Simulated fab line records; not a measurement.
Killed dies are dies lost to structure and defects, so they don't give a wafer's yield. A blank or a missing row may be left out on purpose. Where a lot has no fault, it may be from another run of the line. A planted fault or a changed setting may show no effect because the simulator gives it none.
A struck lot beside a sound one    flow sky130    25 out of 708 route steps
Sound: these wafers, L311.1, L311.3, L311.4. The struck wafers were L298.1, L298.4, L298.5. The cause is named last.
For every step that has rows: the tool of each side, followed by ch and its chambers, followed by its first start. Under that, the readings that differ: sound wafers    struck wafers    difference of the means    sigmas: that difference in standard deviations of wafers without a fault.
alike: readings whose means differ by less than 2 such deviations, and words and numbers that are the same on both sides. not compared: withheld readings, readings that some wafer has no value for, bounds like >300 that may hide the same value, and numbers for which the record gives no deviation and whose values overlap.
A row with sigmas, a row that says differs or no value, or rows on one side alone: a step with any of these is where the two part. Numbers that have no deviation but don't overlap get no sigmas and don't part them. A reading missing from all wafers of one side parts the sides only when that side holds two or more wafers.

SKY_VIA3_SPUTTER_20: material TiN, target thk 20 nm, time 80 s.
  sound: pvdSputter-03 at day 45 10:26; struck: pvdSputter-02 at day 42 04:27
  alike: cathodeDcPowerW, chamberPressurePa, throttleValvePct
SKY_VIA3_CVD_21: deposits W, target thk 390 nm, time 117.31 s.
  sound on cvdW-02 ch 0,1, day 45 10:30; struck on cvdW-02 ch 0,1, day 42 04:31
  alike: heaterPowerW
  not compared: sinceWetCleanH
SKY_VIA3_RS_MEAS_22: measures by four-point-probe.
  sound: filmMetro-01 at day 45 10:37; struck: filmMetro-01 at day 42 04:38
  alike: VIA3_W_RS
SKY_VIA3_THK_MEAS_23: measures by xrf.
  sound: filmMetro-01 at day 45 10:44; struck: filmMetro-01 at day 42 04:45
  alike: VIA3_W_THK
SKY_VIA3_CMP_24: polishes, stops on SiO2, t overpolish 20 s, target thk 0 nm.
  sound on cmp-01 ch 0,2,3, day 45 11:49; struck on cmp-01 ch 0,2,3, day 42 04:55
  alike: motorCurrentA, overpolishRunS, timeToEndpointS
then, 2 steps without rows for these wafers: SKY_METAL4_SPUTTER_00 (material Ti, target thk 15 nm, time 10 s); SKY_METAL4_SPUTTER_01 (material TiN, target thk 20 nm, time 16.7 s).
SKY_METAL4_SPUTTER_02: material AlCu, target thk 735 nm, time 39.1 s.
  sound: pvdSputter-03 at day 45 12:10; struck: pvdSputter-03 at day 42 05:10
  alike: cathodeDcPowerW, chamberPressurePa, throttleValvePct
then, 3 steps without rows for these wafers: SKY_METAL4_SPUTTER_03 (material Ti, target thk 5 nm, time 3.3 s); SKY_METAL4_SPUTTER_04 (material TiN, target thk 70 nm, time 58.3 s); SKY_CAP2M_CVD_00 (deposits SiO2, target thk 15.5 nm).
SKY_CAP2M_THK_MEAS_01:
  sound: filmMetro-03 at day 45 12:17; struck: filmMetro-03 at day 42 05:17
  alike: CAP2M_CVD_00_THK
SKY_CAP2M_SPUTTER_02: material TiN, target thk 200 nm, time 166.7 s.
  sound: pvdSputter-01 at day 45 12:20; struck: pvdSputter-01 at day 42 05:21
  no value came back on the struck wafers for cathodeDcPowerW (W), chamberPressurePa (Pa), throttleValvePct (%); on the sound wafers cathodeDcPowerW (W) reads 6500.2 6500.8 6499.4
SKY_CAP2M_RS_MEAS_03: measures by four-point-probe.
  sound: filmMetro-01 at day 45 12:27; struck: filmMetro-03 at day 42 05:28
reading                sound           struck  difference                     sigmas
CAP2M_TIN_RS (ohm/sq)  6.86 6.86 7.01  - - -   no value on the struck wafers  
SKY_CAP2M_THK_MEAS_04: measures by xrf.
  sound: filmMetro-01 at day 45 12:34; struck: filmMetro-03 at day 42 05:35
reading             sound              struck          difference  sigmas
CAP2M_TIN_THK (nm)  197.8 198.9 194.2  <0.0 <0.0 <0.0  differs     
then, 7 steps without rows for these wafers: SKY_CAP2M_DEHYDRATE_05 (time 60 s); SKY_CAP2M_HMDS_06 (prime time 60 s); SKY_CAP2M_COAT_07 (resist thk 1140 nm); SKY_CAP2M_SOFTBAKE_08 (time 60 s); SKY_CAP2M_EXPOSE_09 (exposes mask CAP2M, target cd 1000 nm); SKY_CAP2M_PEB_10; SKY_CAP2M_DEVELOP_11 (develop time 60 s).
SKY_CAP2M_OVL_MEAS_12:
  sound: overlay-01 at day 46 09:47; struck: overlay-01 at day 43 05:23
reading         sound        struck          difference  sigmas
CAP2M_OVL (nm)  0.8 3.2 0.1  -3.0 -3.1 -5.6  -5.3        -3
SKY_CAP2M_METAL_ETCH_13: etches TiN in Cl2/BCl3, stops on SiO2, target depth 220 nm, time 62.9 s.
  sound on rieMetal-03 ch 0,1, day 46 09:49; struck on rieMetal-01 ch 0,1, day 43 05:25
reading               sound                 struck                difference  sigmas
oesProductAu (a.u.)   0.942 0.943 0.935     0.376 0.384 0.380     -0.560      -66
throttleValvePct (%)  21.887 21.904 21.895  22.269 22.268 22.265  +0.372      +37
  alike: drypumpMotorCurrentA
  not compared: rfHoursCounterH
SKY_CAP2M_STRIP_14: strips in O2/N2.
  sound on plasmaAsher-02 ch 0,1, day 46 09:54; struck on plasmaAsher-01 ch 0,1, day 43 05:30
  alike: drypumpMotorCurrentA, oesProductAu, stripTimeToEndpointS
  not compared: rfHoursCounterH

== WHERE THEY PART ==
At SKY_CAP2M_SPUTTER_02 first; at SKY_CAP2M_METAL_ETCH_13 last (within this record only). Later steps at which nothing parts them and some readings are alike: SKY_CAP2M_STRIP_14.

WHY: what had been put in by the simulator
Whole step skipped at SKY_CAP2M_SPUTTER_02 on pvdSputter-01, starting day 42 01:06. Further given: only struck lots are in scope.
